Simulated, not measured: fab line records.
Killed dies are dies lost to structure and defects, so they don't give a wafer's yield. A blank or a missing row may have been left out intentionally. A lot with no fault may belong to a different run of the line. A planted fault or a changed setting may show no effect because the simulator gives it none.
Which tool was responsible?    flow sfq_line    21 wafers from 7 lots sampled at 4 of the route's 325 steps

== WHAT EACH GAUGE READ, for each wafer ==
SFQ_M2_RS_MEAS_914: uses a four-point probe to measure.
lot   measured      on             M2_NB_RS (ohm/sq)
L481  day 31 09:01  film_metro-02  0.905 0.898 0.890
L486  day 34 09:41  film_metro-01  0.882 0.872 0.889
L488  day 35 03:43  film_metro-04  0.890 0.893 0.886
L491  day 36 01:08  film_metro-04  0.887 0.875 0.885
L494  day 36 23:14  film_metro-01  0.883 0.892 0.894
L497  day 38 11:17  film_metro-02  0.940 0.939 0.931
L503  day 40 14:05  film_metro-01  0.890 0.901 0.897

== WHAT TOOL EACH LOT RAN ON (gives the tool, then ch and the chambers of the sampled wafers, and finally the start) ==
lot   SFQ_TRILAYER_I0_DEP_PECVD_027    SFQ_TRILAYER_M1_BARC_OPEN_METAL_ETCH_054  SFQ_TRILAYER_M2_DEP_SPUTTER_055
L481  pecvd-02 ch 1,2, day 12 10:39    rie_metal-02 ch 0,1, day 24 11:55         pvd_sputter-04, day 31 08:56
L486  pecvd-03 ch 0,1, day 14 14:26    rie_metal-02 ch 0,1, day 27 09:16         pvd_sputter-03, day 34 09:34
L488  pecvd-01 ch 0,1,2, day 15 14:11  rie_metal-02 ch 0,1, day 28 08:04         pvd_sputter-04, day 35 03:34
L491  pecvd-03 ch 0,1,2, day 16 10:58  rie_metal-04 ch 0,1, day 29 08:55         pvd_sputter-04, day 36 01:02
L494  pecvd-01 ch 0,1,2, day 17 04:07  rie_metal-04 ch 0,1, day 30 06:40         pvd_sputter-04, day 36 23:05
L497  pecvd-02 ch 0,1, day 18 09:55    rie_metal-01 ch 0,1, day 31 17:34         pvd_sputter-03, day 38 11:11
L503  pecvd-03 ch 0,1, day 21 01:20    rie_metal-01 ch 0,1, day 34 12:12         pvd_sputter-05, day 40 13:59
- SFQ_TRILAYER_I0_DEP_PECVD_027: deposits SiO2 from SiH4/N2O, time 111.11 s, target thk 500 nm.
- SFQ_TRILAYER_M1_BARC_OPEN_METAL_ETCH_054: etches BARC in O2, target depth 125 nm, time 41.7 s.
- SFQ_TRILAYER_M2_DEP_SPUTTER_055: material Nb, target thk 200 nm, time 133.3 s.

== THE ANSWER, worked out from the rows above alone ==
Rule: usual is defined by the lots themselves. Put in order of their means at a reading, lots are off if they are a third of the lots or fewer, leave a main group of 4 or more, and stand apart from it by a gap of 3 or more times the standard deviation of the main group's means; of several such gaps the widest counts. A main group whose means are all the same, to the digits that the tables above print for the reading, isn't used. Also off: a lot with no number at a reading for which 4 or more lots have one. The other lots that the step has rows for count as sound.
Off: L497, seen at SFQ_M2_RS_MEAS_914 (M2_NB_RS). The main group: mean 0.889 ohm/sq, standard deviation 0.0062.
A tool fits if, at a process step before that reading, it ran every lot that is off, and no sound lot after the first of them. Those tools and the gauges at SFQ_M2_RS_MEAS_914 are tried in the same way. Can't be told from this: 3 tools fit, pecvd-02 at SFQ_TRILAYER_I0_DEP_PECVD_027, pvd_sputter-03 at SFQ_TRILAYER_M2_DEP_SPUTTER_055, film_metro-02 at SFQ_M2_RS_MEAS_914.

== WHAT THE SIMULATOR HAD PUT IN ==
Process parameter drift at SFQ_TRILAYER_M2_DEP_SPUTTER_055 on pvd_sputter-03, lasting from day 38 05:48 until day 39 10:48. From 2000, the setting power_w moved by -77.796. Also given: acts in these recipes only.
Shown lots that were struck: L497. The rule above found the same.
